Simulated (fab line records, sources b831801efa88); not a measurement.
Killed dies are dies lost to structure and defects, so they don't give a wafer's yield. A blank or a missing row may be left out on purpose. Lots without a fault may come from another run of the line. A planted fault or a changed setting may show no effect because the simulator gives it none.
One fault seen from 2 desks | flow gf180mcu | each desk has only its own numbers; what lay behind them comes last

THE METROLOGY DESK
What the gauges read, lot by lot, whatever tool the lot ran on: means of the sampled wafers that have a number. A lot is out of limits, marked OUT, if its mean lies more than 4 standard deviations from the usual mean; the brackets give that distance.
Columns: A = V4_CVD_02_THK at GF_V4_THK_MEAS_03, usual 848 nm
lot  | first seen here | A
L612 | day 23 13:59    | 851
L615 | day 24 15:26    | 824
L616 | day 25 05:12    | 842
L618 | day 26 00:12    | 851
L619 | day 26 05:38    | 855
L620 | day 26 21:46    | 834
L621 | day 27 01:09    | 846
L625 | day 28 16:14    | 777 (-6.4) OUT
L627 | day 28 21:41    | 864
L629 | day 29 17:32    | 780 (-6.2) OUT
L631 | day 29 20:03    | 834
L632 | day 30 02:19    | 852
L634 | day 30 18:02    | 856
L635 | day 30 20:17    | 849
This desk's finding: out of limits on L625, L629; first on L625, day 28 16:14 (V4_CVD_02_THK at GF_V4_THK_MEAS_03). In limits: L612, L615, L616, L618, L619, L620, L621, L627, L631, L632, L634, L635.

THE TOOL OWNER'S DESK: pecvd-02
The tool's own readings at GF_V4_CVD_02 (deposits SiO2 from TEOS, target thk 850 nm, time 94.851 s): means of the sampled wafers that have a number, for each lot that ran on this tool. A lot is out of limits, marked OUT, if its mean lies more than 4 standard deviations from the usual mean; the brackets give that distance.
Columns: A = heater_power_outer_w at GF_V4_CVD_02, usual 399 W; B = heater_power_w at GF_V4_CVD_02, usual 681 W; C = rf_fwd_power_W at GF_V4_CVD_02, usual 596.6 W
lot  | first seen here | A   | B   | C
L618 | day 26 00:07    | 309 | 536 | 598.2
L621 | day 27 01:04    | 327 | 627 | 597.3
L625 | day 28 16:10    | 327 | 553 | 598.4
L629 | day 29 17:28    | 373 | 663 | 596.6
This desk's finding: nothing out of limits on any of the 4 lots.

PUT TOGETHER
The metrology desk could have raised an alarm at day 28 16:14, on L625, L629.
The tool owner's desk saw nothing out of limits.
The tool owner's desk has L625, L629 on record, within its limits.
Of the lots named, all ran GF_V4_CVD_02 on pecvd-02.

WHAT THE SIMULATOR HAD PUT IN
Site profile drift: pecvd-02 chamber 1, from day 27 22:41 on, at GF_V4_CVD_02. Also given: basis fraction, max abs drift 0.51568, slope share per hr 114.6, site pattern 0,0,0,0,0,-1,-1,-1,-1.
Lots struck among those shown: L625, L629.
Hours from the fault's start to each desk's first reading out of limits: the metrology desk, 18.
